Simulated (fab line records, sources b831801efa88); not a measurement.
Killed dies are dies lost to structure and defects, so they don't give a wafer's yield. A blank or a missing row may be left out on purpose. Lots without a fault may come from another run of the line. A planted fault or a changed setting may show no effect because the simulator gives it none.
A struck lot beside a sound one | flow sky130 | 42 steps out of a route of 708
Sound: wafers L486.1, L486.2, L486.6. Struck: wafers L477.2, L477.3, L477.6. The cause comes at the end.
At each step with rows: each side's tool, then ch and its chambers, then its first start. Under that, the readings that differ: sound wafers | struck wafers | difference of the means | sigmas: that difference in standard deviations of wafers without a fault.
alike: readings whose means differ by less than 2 such deviations, and words and numbers that are the same on both sides. not compared: withheld readings, readings that some wafer has no value for, bounds like >300 that may hide the same value, and numbers for which the record gives no deviation and whose values overlap.
The two part at a step that has a row with sigmas, a row that says differs or no value, or rows on one side only. Numbers that don't overlap but have no deviation are shown without sigmas and don't part them. A reading that every wafer of one side lacks parts them only if that side has two wafers or more.

first, 5 steps without rows for these wafers: SKY_GATE_OXIDE_COAT_05 (resist thk 1140 nm); SKY_GATE_OXIDE_SOFTBAKE_06 (time 60 s); SKY_GATE_OXIDE_EXPOSE_07 (exposes mask LVOM, target cd 600 nm); SKY_GATE_OXIDE_PEB_08; SKY_GATE_OXIDE_DEVELOP_09 (develop time 60 s).
SKY_GATE_OXIDE_OVL_MEAS_10:
  sound on overlay-01, day 19 06:06; struck on overlay-02, day 16 02:41
  alike: GATE_OXIDE_OVL
then, 2 steps without rows for these wafers: SKY_GATE_OXIDE_IMPLANT_11; SKY_GATE_OXIDE_WET_ETCH_12 (etches SiO2 in dHF, target depth 16.8 nm, time 336 s).
SKY_GATE_OXIDE_STRIP_13: strips in O2/N2.
  sound on plasma_asher-03 ch 0,1, day 19 06:23; struck on plasma_asher-02 ch 1, day 16 02:58
  alike: drypump_motor_current_A, oes_product_au, strip_time_to_endpoint_s
  not compared: rf_hours_counter_h
SKY_GATE_OXIDE_TW_MEAS_14:
  sound on film_metro-04, day 19 06:29; struck on film_metro-04, day 16 03:05
  alike: GATE_OXIDE_TW
then, 2 steps without rows for these wafers: SKY_GATE_OXIDE_CLEAN_15 (cleans in SC1/SC2, time 150 s); SKY_GATE_OXIDE_OXIDATION_16 (stabilise 600 s, purge 300 s, target thk 3.57 nm).
SKY_POLY_GATE_CVD_00: deposits poly-Si, target thk 180 nm, time 720 s.
  sound on lpcvd-01 ch 0, day 19 08:53; struck on lpcvd-01 ch 1, day 16 04:43
  reading                                       | sound             | struck            | difference | sigmas
  pressure_mtorr (mTorr)                        | 200.0 199.9 200.7 | 99.4 99.6 100.0   | -100.5     | -99 or more
  zone_power_top_pct (%)                        | 21.8 21.6 21.8    | 18.9 19.1 18.8    | -2.8       | -2
  model.poly-Si_of_POLY_GATE_CVD_00.thk_nm (nm) | 178.8 179.5 178.8 | 125.4 127.4 126.8 | -52.5      |
  alike: spike_tc_centre_C, spike_tc_upper_C, zone_power_centre_pct
SKY_POLY_GATE_THK_MEAS_01:
  sound on film_metro-04, day 19 10:05; struck on film_metro-04, day 16 05:55
  reading                   | sound             | struck            | difference | sigmas
  POLY_GATE_CVD_00_THK (nm) | 178.6 179.4 178.8 | 125.3 127.5 126.7 | -52.4      | -40
then, 8 steps without rows for these wafers: SKY_RES_PROTECT_DEHYDRATE_00 (time 60 s); SKY_RES_PROTECT_HMDS_01 (prime time 60 s); SKY_RES_PROTECT_COAT_02 (resist thk 1140 nm); SKY_RES_PROTECT_SOFTBAKE_03 (time 60 s); SKY_RES_PROTECT_EXPOSE_04 (exposes mask RPM, target cd 1270 nm); SKY_RES_PROTECT_PEB_05; SKY_RES_PROTECT_DEVELOP_06 (develop time 60 s); SKY_POLY_GATE_IMPLANT_02.
SKY_RES_PROTECT_STRIP_07: strips in O2/N2.
  sound on plasma_asher-04 ch 0,1, day 20 16:53; struck on plasma_asher-02 ch 0,1, day 17 10:14
  alike: drypump_motor_current_A, oes_product_au, strip_time_to_endpoint_s
  not compared: rf_hours_counter_h
SKY_RES_PROTECT_TW_MEAS_08:
  sound on film_metro-04, day 20 16:59; struck on film_metro-04, day 17 10:21
  alike: POLY_GATE_TW
SKY_RES_PROTECT_CLEAN_09: cleans in SC1/SC2, time 150 s.
  sound on wet_bench-02 ch 3, day 20 17:03; struck on wet_bench-02 ch 0, day 17 10:24
  reading                                       | sound             | struck            | difference | sigmas
  model.poly-Si_of_POLY_GATE_CVD_00.thk_nm (nm) | 178.2 178.8 178.2 | 124.7 126.8 126.1 | -52.5      |
then, 1 step without rows for these wafers: SKY_POLY_GATE_CVD_03 (deposits Si3N4 from DCS/NH3, target thk 75 nm, time 1290 s).
SKY_POLY_GATE_THK_MEAS_04:
  sound on film_metro-01, day 20 19:31; struck on film_metro-04, day 17 16:40
  alike: POLY_GATE_CVD_03_THK
then, 8 steps without rows for these wafers: SKY_POLY_GATE_DEHYDRATE_05 (time 60 s); SKY_POLY_GATE_HMDS_06 (prime time 60 s); SKY_POLY_GATE_COAT_07 (resist thk 110 nm); SKY_POLY_GATE_COAT_08 (resist thk 450 nm); SKY_POLY_GATE_SOFTBAKE_09 (time 90 s); SKY_POLY_GATE_EXPOSE_10 (exposes mask P1M, target cd 150 nm); SKY_POLY_GATE_PEB_11; SKY_POLY_GATE_DEVELOP_12 (develop time 60 s).
SKY_POLY_GATE_CD_MEAS_13: target cd 150 nm.
  sound on cd_sem-01, day 22 01:12; struck on cd_sem-02, day 18 22:15
  alike: cd_nm
SKY_POLY_GATE_OVL_MEAS_14:
  sound on overlay-02, day 22 01:19; struck on overlay-02, day 18 22:22
  alike: POLY_GATE_OVL
SKY_POLY_GATE_ETCH_15: etches BARC in N2/H2, stops on SiO2, time 118.5 s, target depth 110 nm.
  sound on rie_diel-03 ch 0,2,3, day 22 01:21; struck on rie_diel-01 ch 0,1,3, day 18 22:23
  alike: drypump_motor_current_A, oes_product_au, throttle_valve_pct
  not compared: rf_hours_counter_h
SKY_POLY_GATE_ETCH_16: etches Si3N4 in CH3F/O2, stops on poly-Si, time 147.5 s, target depth 75 nm.
  sound on rie_diel-03 ch 0,2,3, day 22 01:26; struck on rie_diel-01 ch 0,1,3, day 18 22:28
  alike: drypump_motor_current_A, oes_product_au, throttle_valve_pct
  not compared: rf_hours_counter_h
SKY_POLY_GATE_ETCH_17: etches poly-Si in HBr/Cl2, stops on SiO2, target depth 180 nm, time 70.5 s.
  sound on rie_si-01 ch 1,2,3, day 22 01:32; struck on rie_si-02 ch 1,2,3, day 18 22:34
  reading                               | sound             | struck            | difference | sigmas
  oes_product_au (a.u.)                 | 0.984 0.982 0.989 | 0.772 0.782 0.789 | -0.204     | -32
  model.etch.depth_nm (nm)              | 178.2 177.9 178.2 | 124.7 126.8 126.1 | -52.2      |
  model.POLY_GATE.feature_depth_nm (nm) | 178.2 177.9 178.2 | 124.7 126.8 126.1 | -52.2      |
  alike: drypump_motor_current_A, throttle_valve_pct
  not compared: rf_hours_counter_h
SKY_POLY_GATE_STRIP_18: strips in O2/N2.
  sound on plasma_asher-02 ch 0,1, day 22 01:35; struck on plasma_asher-02 ch 1, day 18 22:38
  alike: drypump_motor_current_A, oes_product_au, strip_time_to_endpoint_s
  not compared: rf_hours_counter_h
-- the record jumps here: 29 days lie between the struck wafers' starts before and after (it left off in module POLY_GATE and takes up again in module PAD_OPEN, whose first step shown is number 708 of the route) --
SKY_PAD_OPEN_PROBE_99:
  sound on prober-02, day 49 12:45; struck on prober-01, day 47 16:40
  reading                              | sound             | struck            | difference | sigmas
  model.etest.res_xhigh_po.line_ohm_um | 5721 5928 5551    | 5208 5057 5227    | -569       |
  model.etest.res_high_po.line_ohm_um  | 746.3 757.5 738.5 | 968.7 935.9 962.2 | +208.2     |
  model.etest.res_poly.line_ohm_um     | 504.9 524.6 509.1 | 693.3 658.6 689   | +167.4     |
  model.etest.res_xhigh_po.rs_ohm_sq   | 2037 2078 1992    | 1816 1789 1846    | -219       |
  model.etest.tip_sonos.rs_ohm_sq      | 2549 2575 2591    | 2479 2529 2533    | -58        |
  model.etest.res_high_po.rs_ohm_sq    | 263 266.7 261.9   | 336.7 326.3 334.7 | +68.7      |
  model.etest.licon_high_po.rc_ohm     | 340.9 355.4 352.3 | 322.2 311.3 315.8 | -33.1      |
  model.etest.res_poly.rs_ohm_sq       | 48.88 49.02 48.19 | 64.85 63.7 64.57  | +15.68     |
  alike: killed_at_M0_to_M3, killed_at_M4_up, killed_at_contacts, killed_at_front_end, killed_at_other, killed_dies, killed_open, killed_short

WHERE THEY PART
First at SKY_POLY_GATE_CVD_00; last, within this record, at SKY_POLY_GATE_ETCH_17. Later steps at which nothing parts them and some readings are alike: SKY_POLY_GATE_STRIP_18, SKY_PAD_OPEN_PROBE_99.

WHY: what the simulator had put in
Process parameter drift: lpcvd-01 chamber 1, from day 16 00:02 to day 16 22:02, at SKY_POLY_GATE_CVD_00. Setting pressure_mtorr, moved by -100, from 200.
